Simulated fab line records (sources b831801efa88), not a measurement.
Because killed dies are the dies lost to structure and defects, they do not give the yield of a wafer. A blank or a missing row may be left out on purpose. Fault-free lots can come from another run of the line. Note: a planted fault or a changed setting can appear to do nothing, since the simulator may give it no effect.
2 desks, one fault + flow gf180mcu + each desk has only its own numbers; what lay behind them comes last

## AT THE METROLOGY DESK
Means of the sampled wafers that have a number, per lot and without regard to the tool the lot ran on: this is what the gauges read. A lot is out of limits, marked OUT, if its mean lies more than 4 standard deviations from the usual mean; the brackets give that distance.
Columns: A = VT_IMPLANT_2_TW at GF_VT_IMPLANT_TW_MEAS_21, usual 1215
| lot  | first seen here | A    |
|------|-----------------|------|
| L711 | day 6 12:13     | 1198 |
| L712 | day 6 17:37     | 1202 |
| L713 | day 7 01:05     | 1231 |
| L715 | day 7 11:37     | 1206 |
| L717 | day 8 03:13     | 1229 |
| L719 | day 8 11:20     | 1199 |
| L720 | day 8 16:35     | 1230 |
| L724 | day 9 19:26     | 1203 |
| L727 | day 10 15:51    | 1226 |
| L729 | day 11 03:36    | 1215 |
| L730 | day 11 09:20    | 1211 |
| L732 | day 11 21:39    | 1215 |
| L733 | day 12 03:13    | 1227 |
| L734 | day 12 08:41    | 1212 |
This desk found nothing out of limits on any of the 14 lots.

## THE TOOL OWNER'S DESK: litho-track-01
The tool's own readings at GF_MVPSD_DEVELOP_06 (develop time 60 s): means of the sampled wafers that have a number, for each lot that ran on this tool. A lot is out of limits, marked OUT, if its mean lies more than 4 standard deviations from the usual mean; the brackets give that distance.
Columns: A = developer-temp-C at GF_MVPSD_DEVELOP_06, usual 23.01 C
| lot  | first seen here | A                |
|------|-----------------|------------------|
| L711 | day 5 04:00     | 23.08            |
| L715 | day 6 02:00     | 22.94            |
| L717 | day 6 18:00     | 22.09 (-9.4) OUT |
| L719 | day 7 01:00     | 22.06 (-9.7) OUT |
| L733 | day 10 13:00    | 22.90            |
| L734 | day 10 18:00    | 22.96            |
This desk finds L717, L719 out of limits, L717 being first, at day 6 18:00 (developer-temp-C at GF_MVPSD_DEVELOP_06). L711, L715, L733, L734 stayed within limits.

## ALL TOGETHER
The tool owner's desk had the chance to raise an alarm at day 6 18:00 on L717, L719.
From the metrology desk's view, nothing was out of limits.
The metrology desk holds a record of L717, L719, inside its limits.
All the named lots went through GF_MVPSD_DEVELOP_06 on litho-track-01.

## WHAT THE SIMULATOR PUT IN
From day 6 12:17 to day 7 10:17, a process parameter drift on litho-track-01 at GF_MVPSD_DEVELOP_06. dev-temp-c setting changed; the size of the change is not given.
Struck lots among those shown: L717, L719.
Each desk's first reading out of limits, in hours after the fault started: the tool owner's desk, 6.
